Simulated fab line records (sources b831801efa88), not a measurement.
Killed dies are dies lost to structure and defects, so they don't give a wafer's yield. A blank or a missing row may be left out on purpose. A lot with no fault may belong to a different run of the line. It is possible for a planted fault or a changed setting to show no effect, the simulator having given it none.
fab line records	flow sky130
record: lots: 6	wafers: 18	lastDay: 50
route steps=708 shown METAL1@440 PAD_OPEN@708
lots with no fault: from the same line, run without faults
startH: hours from the record's opening day to when the first of the lot's shown wafers began	waitH: hours since the lot's step before	" identical to the entry in the row above	L1.1+2: one row covering several wafers at once	- value missing, or start not given	* or withheld: withheld	< > ~ a bound
route shown NAME@n: a module of which the file shows steps, and the number in the route of the first	usual: average and standard deviation across the fault-free wafers	same: alike in all rows	chamber/n: place in a boat	sites: the reading at each site	_std_site: standard deviation across them	_edge_site: the outer-site mean with the inner-site mean subtracted	radiusMm: how far each site lies from the wafer's centre	mask NAME#n: copy n	behind: the last tool/chamber to shape the wafer	hold: reason for holding the lot/hours on hold/outcome of the hold	device: the transistor (n, p or np) that didn't switch	end of line: tests of these same wafers at the route's end	for a step that has no rows: nothing shown but its recipe	killed: dies that structure and defects cost at the first sort, which is not the same as the wafer's yield	map: a wafer's dies, marking killed ones x, the rest . and places with no die _
set.NAME: setting as actually run; set.NAME@STEP: the setting as run at that earlier step	model.NAME: the simulator's own value behind a step, which no gauge read
a table for each step, a row for each wafer; lots at some steps of the route
services: a tool's chamber out of use, with start hour (startH, from the record's first day; less than 0 if before it), hours out, and reason
== steps ==
step: SKY_METAL1_THK_MEAS_06
recipe: thkMeasGauge: xrf	reads: AlCu_of_METAL1_SPUTTER_02
usual: METAL1_ALCU_THK: 254/3.6
lot.wafer	tool	chamber	startH	waitH	METAL1_ALCU_THK[nm]
L729.4	filmMetro-03	-	767.34	0.1	254
L729.5	"	-	"	"	252
L729.6	"	-	"	"	254
L731.1	filmMetro-03	-	794.91	0.1	253
L731.4	"	-	"	"	251
L731.5	"	-	"	"	250
L740.2	filmMetro-04	-	844.76	0.1	256
L740.4	"	-	"	"	254
L740.6	"	-	"	"	253
L743.1	filmMetro-03	-	883.57	0.1	253
L743.2	"	-	"	"	254
L743.3	"	-	"	"	258
L745.2	filmMetro-03	-	887.75	0.1	255
L745.3	"	-	"	"	257
L745.6	"	-	"	"	258
L748.1	filmMetro-01	-	905.24	0.1	262
L748.5	"	-	"	"	256
L748.6	"	-	"	"	259
step: SKY_METAL1_DEHYDRATE_07
recipe: tempC: 200	timeS: 60
step: SKY_METAL1_HMDS_08
recipe: primeTimeS: 60	primeTempC: 120
step: SKY_METAL1_COAT_09
recipe: resist: BARC	tempC: withheld	timeS: withheld	spinRpm: 3000	resistThkNm: 60
step: SKY_METAL1_COAT_10
recipe: resist: KrF-thick	spinRpm: 3000	resistThkNm: 450
step: SKY_METAL1_SOFTBAKE_11
recipe: tempC: 100	timeS: 90	resist: KrF-thick
step: SKY_METAL1_EXPOSE_12
recipe: maskId: MM1	na: 0.8	sourceShape: annular	sigmaInner: 0.55	sigmaOuter: 0.85	targetCdNm: 140	doseMj: 28
step: SKY_METAL1_PEB_13
recipe: pebTempC: withheld	pebTimeS: withheld	resist: KrF-thick
step: SKY_METAL1_DEVELOP_14
recipe: developTimeS: 60	resist: KrF-thick	devTempC: 21
step: SKY_METAL1_CD_MEAS_15
recipe: targetCdNm: 140
usual: cdNm: 139.5/1.6
lot.wafer	tool	chamber	startH	waitH	cdNm
L729.4	cdSem-01	-	793.56	-	138.7
L729.5	"	-	"	"	139.4
L729.6	"	-	"	"	137.6
L731.1	cdSem-02	-	820.85	-	140.5
L731.4	"	-	"	"	139.6
L731.5	"	-	"	"	140.1
L740.2	cdSem-01	-	870.27	-	140.9
L740.4	"	-	"	"	140.5
L740.6	"	-	"	"	139.9
L743.1	cdSem-01	-	908.71	-	137.2
L743.2	"	-	"	"	140.7
L743.3	"	-	"	"	140.8
L745.2	cdSem-02	-	912.06	-	140.4
L745.3	"	-	"	"	139.9
L745.6	"	-	"	"	140.9
L748.1	cdSem-02	-	929.65	-	139.3
L748.5	"	-	"	"	139.0
L748.6	"	-	"	"	138.5
step: SKY_METAL1_OVL_MEAS_16
usual: METAL1_OVL: -1/5.7
lot.wafer	tool	chamber	startH	waitH	METAL1_OVL[nm]
L729.4	overlay-02	-	793.64	0.1	0
L729.5	"	-	"	"	-5
L729.6	"	-	"	"	-4
L731.1	overlay-02	-	820.97	0.1	5
L731.4	"	-	"	"	5
L731.5	"	-	"	"	7
L740.2	overlay-02	-	870.38	0.1	4
L740.4	"	-	"	"	2
L740.6	"	-	"	"	1
L743.1	overlay-01	-	908.83	0.1	-7
L743.2	"	-	"	"	-6
L743.3	"	-	"	"	-6
L745.2	overlay-02	-	912.17	0.1	9
L745.3	"	-	"	"	7
L745.6	"	-	"	"	5
L748.1	overlay-02	-	929.77	0.1	-11
L748.5	"	-	"	"	-1
L748.6	"	-	"	"	-4
step: SKY_METAL1_DESCUM_17
recipe: chemistry: O2	sourcePowerW: 150	biasPowerW: 0	pressureMtorr: 10	tempC: 40	timeS: 8
usual: drypumpMotorCurrentA: 5.84/0.28	oesProductAu: 1.003/0.0087
lot.wafer	tool	chamber	startH	waitH	drypumpMotorCurrentA	oesProductAu	rfHoursCounterH
L729.4	rieMetal-03	1	793.69	0.0	5.83	1.004	-
L729.5	"	1	"	"	5.80	1.011	-
L729.6	"	1	"	"	5.79	1.006	-
L731.1	rieMetal-03	1	821.01	0.0	5.81	1.015	2
L731.4	"	0	"	"	5.98	0.995	-
L731.5	"	0	"	"	5.99	0.998	-
L740.2	rieMetal-04	1	870.41	0.0	5.96	1.003	18
L740.4	"	0	"	"	5.94	1.002	-
L740.6	"	1	"	"	5.97	1.008	-
L743.1	rieMetal-01	1	908.87	0.0	5.97	0.995	2
L743.2	"	0	"	"	5.13	0.992	9
L743.3	"	1	"	"	6.01	0.994	-
L745.2	rieMetal-03	1	912.20	0.0	5.80	1.009	5
L745.3	"	1	"	"	5.81	1.003	-
L745.6	"	0	"	"	6.00	0.992	-
L748.1	rieMetal-01	1	929.81	0.0	6.00	0.993	3
L748.5	"	1	"	"	6.01	0.998	-
L748.6	"	0	"	"	5.09	1.009	-
step: SKY_METAL1_ETCH_18
recipe: chemistry: N2/H2	target: BARC	ionEnergyEv: 200	biasW: 100	pressureMtorr: 30	n2FlowSccm: 100	h2FlowSccm: 200	icpW: 500	stopOn: SiO2	timeS: 45.9	targetDepthA: 600
usual: drypumpMotorCurrentA: 5.84/0.28	oesProductAu: 0.855/0.0047	rfFwdPowerW: 495.4/1.6	throttleValvePct: 13.225/0.0098
lot.wafer	tool	chamber	startH	waitH	drypumpMotorCurrentA	oesProductAu	rfFwdPowerW	rfHoursCounterH	throttleValvePct	model.KrF-thick_of_METAL1_COAT_10.thkNm
L729.4	rieMetal-03	1	793.78	0.1	5.77	0.851	573.4	-	13.234	384.8
L729.5	"	1	"	"	5.80	0.857	573.4	-	13.219	385.4
L729.6	"	1	"	"	5.82	0.846	574.1	-	13.243	384.6
L731.1	rieMetal-03	1	821.04	0.0	5.84	0.854	576.3	2	13.229	388.2
L731.4	"	0	"	"	6.02	0.851	574.9	-	13.216	388.6
L731.5	"	0	"	"	6.01	0.852	572.8	-	13.234	388.5
L740.2	rieMetal-04	1	870.45	0.0	5.95	0.860	495.0	18	13.217	390.4
L740.4	"	0	"	"	5.99	0.861	494.9	-	13.210	393.1
L740.6	"	1	"	"	5.93	0.856	493.5	-	13.224	392
L743.1	rieMetal-01	1	908.90	0.0	5.95	0.858	493.2	2	13.226	395.7
L743.2	"	0	"	"	5.13	0.847	496.9	9	13.220	396.5
L743.3	"	1	"	"	6.00	0.858	494.1	-	13.235	395.9
L745.2	rieMetal-03	1	912.23	0.0	5.82	0.856	496.7	5	13.213	392.6
L745.3	"	1	"	"	5.83	0.859	493.9	-	13.232	393.5
L745.6	"	0	"	"	6.01	0.859	496.9	-	13.235	393.7
L748.1	rieMetal-01	1	929.84	0.0	6.00	0.851	496.6	3	13.237	394.7
L748.5	"	1	"	"	6.00	0.852	492.9	-	13.225	394.4
L748.6	"	0	"	"	5.15	0.843	495.5	-	13.222	393.5
step: SKY_METAL1_METAL_ETCH_19
recipe: targetDepthA: 3600	stopOn: SiO2	overEtchFrac: 0.3	timeS: 78	chemistry: Cl2/BCl3	resistSidewallDeg: 88	pressureMtorr: 10	icpW: 900	biasW: 48.5	Cl2_flow_sccm: 60	bcl3FlowSccm: 30
usual: drypumpMotorCurrentA: 5.83/0.28	oesProductAu: 0.855/0.0064	rfFwdPowerW: 895/3	throttleValvePct: 22.264/0.0095
same: overEtchFrac: 0.3
lot.wafer	tool	chamber	startH	waitH	drypumpMotorCurrentA	oesProductAu	rfFwdPowerW	rfHoursCounterH	throttleValvePct	model.KrF-thick_of_METAL1_COAT_10.thkNm
L729.4	rieMetal-03	1	793.94	0.1	5.82	0.862	894	-	22.269	145.2
L729.5	"	1	"	"	5.78	0.857	894	-	22.268	148.5
L729.6	"	1	"	"	5.80	0.868	897	-	22.255	146.2
L731.1	rieMetal-03	1	821.10	0.0	5.79	0.856	897	2	22.261	150
L731.4	"	0	"	"	6.01	0.853	895	-	22.275	157.2
L731.5	"	0	"	"	5.96	0.841	896	-	22.261	153.8
L740.2	rieMetal-04	1	870.51	0.0	5.91	0.862	891	18	22.277	156.1
L740.4	"	0	"	"	5.94	0.856	892	-	22.260	161
L740.6	"	1	"	"	5.92	0.853	893	-	22.260	157.1
L743.1	rieMetal-01	1	908.97	0.0	6.01	0.856	894	2	22.264	163.5
L743.2	"	0	"	"	5.12	0.859	893	9	22.260	161
L743.3	"	1	"	"	5.99	0.851	896	-	22.252	164.8
L745.2	rieMetal-03	1	912.29	0.0	5.82	0.859	897	5	22.258	155.4
L745.3	"	1	"	"	5.82	0.856	893	-	22.277	155.6
L745.6	"	0	"	"	6.00	0.862	896	-	22.249	162.1
L748.1	rieMetal-01	1	929.90	0.0	6.01	0.861	894	3	22.270	162.4
L748.5	"	1	"	"	5.99	0.856	896	-	22.257	160.6
L748.6	"	0	"	"	5.12	0.868	891	-	22.253	158.4
step: SKY_METAL1_STRIP_20
recipe: chemistry: O2/N2	powerW: 1400	pressureMtorr: 1500	platenTempC: withheld	o2FlowSccm: 3000	n2FlowSccm: 300	overashFraction: 0.5
usual: drypumpMotorCurrentA: 5.8/0.36	oesProductAu: 0.343/0.0049	stripTimeToEndpointS: 2.69/0.036
lot.wafer	tool	chamber	startH	waitH	drypumpMotorCurrentA	oesProductAu	rfHoursCounterH	stripTimeToEndpointS
L729.4	plasmaAsher-01	1	794.06	0.1	5.5	0.330	-	2.55
L729.5	"	0	"	"	5.3	0.337	-	2.58
L729.6	"	1	"	"	5.5	0.337	-	2.57
L731.1	plasmaAsher-01	1	821.19	0.1	5.5	0.344	8	2.62
L731.4	"	0	"	"	5.3	0.344	-	2.68
L731.5	"	0	"	"	5.3	0.336	-	2.65
L740.2	plasmaAsher-04	0	870.60	0.1	5.7	0.339	44	2.67
L740.4	"	0	"	"	5.7	0.344	-	2.73
L740.6	"	0	"	"	5.7	0.337	-	2.67
L743.1	plasmaAsher-04	0	909.06	0.1	5.7	0.345	47	2.75
L743.2	"	1	"	"	6.0	0.341	47	2.73
L743.3	"	0	"	"	5.7	0.348	-	2.77
L745.2	plasmaAsher-01	0	912.38	0.1	5.3	0.343	17	2.67
L745.3	"	0	"	"	5.3	0.341	-	2.65
L745.6	"	1	"	"	5.5	0.344	-	2.74
L748.1	plasmaAsher-03	0	929.99	0.1	6.2	0.356	108	2.75
L748.5	"	0	"	"	6.2	0.352	-	2.70
L748.6	"	1	"	"	6.2	0.351	-	2.68
step: SKY_PAD_OPEN_PROBE_99
usual: defectLimitedYield: 82.1/1.7	killed_at_M0_to_M3: 44/6.4	killed_at_M4_up: 3.0/1.8	killedAtContacts: 24/5	killedAtFrontEnd: 16/4.3	killedAtOther: 0.4/0.76	killedDies: 88/8.6	killedOpen: 47/7.2	killedShort: 40/5.5	sort_bin_3_pad_short: 0.9/0.44	sort_bin_5_function: 10.6/1.5	sort_bin_6_memory: 6.4/1.2	sortNPass: 404/8.6	sortYieldPct: 82.1/1.7
same: grossDies: 492	killedAtBackSide: 0	sort_bin_4_leakage[%]: 0	sort_bin_8_speed[%]: 0
lot.wafer	tool	chamber	startH	waitH	defectLimitedYield[%]	killed_at_M0_to_M3	killed_at_M4_up	killedAtContacts	killedAtFrontEnd	killedAtOther	killedDies	killedOpen	killedShort	sort_bin_3_pad_short[%]	sort_bin_5_function[%]	sort_bin_6_memory[%]	sortNPass	sortYieldPct[%]
L729.4	prober-01	-	1098.26	0.2	83.9	41	2	21	14	1	79	46	33	0.4	10.6	5.1	413	83.9
L729.5	prober-01	-	1098.31	0.2	83.7	41	3	24	12	0	80	41	39	0.4	10.2	5.7	412	83.7
L729.6	prober-01	-	1098.36	0.2	79.1	58	4	24	17	0	103	66	37	0.6	12.6	7.7	389	79.1
L745.2	prober-01	-	1183.51	0.1	79.9	51	3	23	21	1	99	48	51	0.6	11.8	7.7	393	79.9
L745.3	prober-01	-	1183.56	0.2	81.7	56	2	12	20	0	90	48	42	1.0	12.0	5.3	402	81.7
L745.6	prober-01	-	1183.71	0.2	83.5	42	3	20	16	0	81	45	36	1.0	9.1	6.3	411	83.5
killed by level:class
L729.4 VIA1:geometricParticle:open=13 VIA3:geometricParticle:open=8 LI_CONTACT:geometricParticle:open=5 VIA2:geometricParticle:open=5 CONTACT:geometricParticle:short=5 CONTACT:geometricParticle:open=5 VIA1:geometricParticle:short=5 FIELD_ISO:geometricParticle:open=4
L729.5 VIA1:geometricParticle:open=8 LOCAL_INTERCONNECT:geometricParticle:short=7 VIA3:geometricParticle:open=7 CONTACT:geometricParticle:open=5 FIELD_ISO:geometricParticle:open=4 FIELD_ISO:geometricParticle:short=4 LI_CONTACT:geometricParticle:open=4 CONTACT:geometricParticle:short=4
L729.6 VIA1:geometricParticle:open=17 VIA2:geometricParticle:open=9 CONTACT:geometricParticle:open=8 LI_CONTACT:geometricParticle:open=7 VIA3:geometricParticle:open=7 METAL2:geometricParticle:short=6 FIELD_ISO:geometricParticle:open=5 POLY_GATE:geometricParticle:open=5
L745.2 VIA1:geometricParticle:short=8 VIA1:geometricParticle:open=8 VIA2:geometricParticle:open=8 VIA3:geometricParticle:open=7 LI_CONTACT:geometricParticle:open=6 METAL2:geometricParticle:short=6 POLY_GATE:geometricParticle:open=5 LI_CONTACT:geometricParticle:short=5
L745.3 VIA1:geometricParticle:open=14 VIA1:geometricParticle:short=9 FIELD_ISO:geometricParticle:open=6 VIA3:geometricParticle:open=6 METAL2:geometricParticle:short=6 VIA2:geometricParticle:open=6 POLY_GATE:geometricParticle:open=5 LI_CONTACT:geometricParticle:open=5
L745.6 VIA1:geometricParticle:open=13 CONTACT:geometricParticle:open=7 VIA2:geometricParticle:open=6 POLY_GATE:geometricParticle:short=5 VIA3:geometricParticle:open=5 METAL1:geometricParticle:short=5 METAL2:geometricParticle:short=5 FIELD_ISO:geometricParticle:open=4
== services ==
tool	chamber	startH	hours	kind
rieMetal-03	0	785.29	-	clean
rieMetal-03	0	785.29	21.9	scheduledDown
rieMetal-03	0	785.29	21.9	ventCycle
plasmaAsher-04	-	787.64	0.7	repair
rieMetal-04	-	834.19	1.8	repair
rieMetal-04	0	835.49	5.0	repair
rieMetal-01	1	843.36	-	clean
rieMetal-01	1	843.36	17.0	scheduledDown
rieMetal-01	1	843.36	17.0	ventCycle
rieMetal-04	-	850.96	14.6	pm
rieMetal-03	1	859.73	4.3	repair
plasmaAsher-01	-	882.11	1.3	repair
rieMetal-03	-	884.77	4.0	pm
rieMetal-04	1	884.95	-	clean
rieMetal-04	1	884.95	13.9	scheduledDown
rieMetal-04	1	884.95	13.9	ventCycle
rieMetal-04	-	914.62	5.7	repair
== key ==
firstSign: step: SKY_METAL1_ETCH_18	reading: rfFwdPowerW	direction: up	sigmas: 48	usual: 495.4	struck: 574.2
effect none on later readings
modelEffect: step: SKY_METAL1_ETCH_18	value: KrF-thick_of_METAL1_COAT_10.thkNm	without: 392.9	struck: 386.7
modelEffect: step: SKY_METAL1_METAL_ETCH_19	value: KrF-thick_of_METAL1_COAT_10.thkNm	without: 156.4	struck: 150.1
metAt SKY_METAL1_ETCH_18
struckWafers L729.4,L729.5,L729.6,L731.1,L731.4,L731.5
fault: kind: processParameterDrift	tool: rieMetal-03	chamber: -	onsetH: 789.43	steps: SKY_METAL1_ETCH_18	channel: icpW	offset: 80	shape: step	endH: 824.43	actsIn: theseRecipesOnly	stated: 500
